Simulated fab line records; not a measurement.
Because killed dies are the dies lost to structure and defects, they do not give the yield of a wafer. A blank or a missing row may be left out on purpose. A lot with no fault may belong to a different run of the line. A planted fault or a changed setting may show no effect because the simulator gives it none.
Chamber matching	flow gf180mcu	4 sister chambers for GF_STI_CMP_25 on cmp-02
The step polishes, stops on Si3N4, t overpolish 33 s, target thk 524.6 nm. 14 wafers are shown with their chamber, then 7 later ones without.

## WAFERS WITH THEIR CHAMBER
wafer	chamber	motorCurrentA (A)	headPressurePsi (psi)	timeToEndpointS (s)
L775.2	3	13.0	3.987	124
L775.4	0	11.3	3.988	130
L775.6	1	12.5	4.008	126
L777.1	1	12.8	3.994	125
L777.2	3	12.7	3.998	125
L777.6	2	12.7	4.006	136
L786.4	2	12.2	4.007	121
L786.5	0	11.2	3.994	118
L786.6	1	12.9	3.995	112
L787.1	3	13.0	3.984	109
L787.2	1	12.8	3.986	114
L787.5	3	13.1	3.992	114
L789.2	3	12.4	3.999	114
L789.4	1	12.4	4.001	111

SIGNATURES (means of the wafers above)
reading	chamber 0	chamber 1	chamber 2	chamber 3	scatter within a chamber
motorCurrentA	11.250	12.680	12.450	12.840	0.255
headPressurePsi	3.99100	3.99680	4.00650	3.99200	0.00681
timeToEndpointS	124.00	117.60	128.50	117.20	7.7
Rule: a wafer's distance from a chamber is the root of the sum, over the readings, of the square of ((its reading less the chamber's mean) divided by the reading's scatter). The wafer belongs to the nearest chamber; if the next one is less than 2 further off, it can't be placed. The scatter: the root of (the sum of the squares of (reading less its chamber's mean) over the shown wafers, divided by (wafers less chambers)).

## WAFERS MISSING THEIR CHAMBER
wafer	motorCurrentA (A)	headPressurePsi (psi)	timeToEndpointS (s)
L789.5	12.4	4.005	112
L791.2	12.3	3.994	110
L791.5	12.3	3.984	111
L791.6	10.9	3.992	113
L797.2	12.7	4.002	120
L797.3	13.0	3.992	113
L797.5	12.4	4.007	115

## EACH ONE'S CHAMBER
wafer	from the rows above	in truth
L789.5	can't be placed: 1 or 2 or 3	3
L791.2	can't be placed: 1 or 3 or 2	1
L791.5	can't be placed: 1 or 3 or 2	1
L791.6	0	0
L797.2	can't be placed: 1 or 3 or 2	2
L797.3	can't be placed: 3 or 1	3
L797.5	can't be placed: 2 or 1 or 3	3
1 of 7 placed correctly. These rows do not allow placing 6 (true chamber among the candidates in 6). 0 placed wrongly.
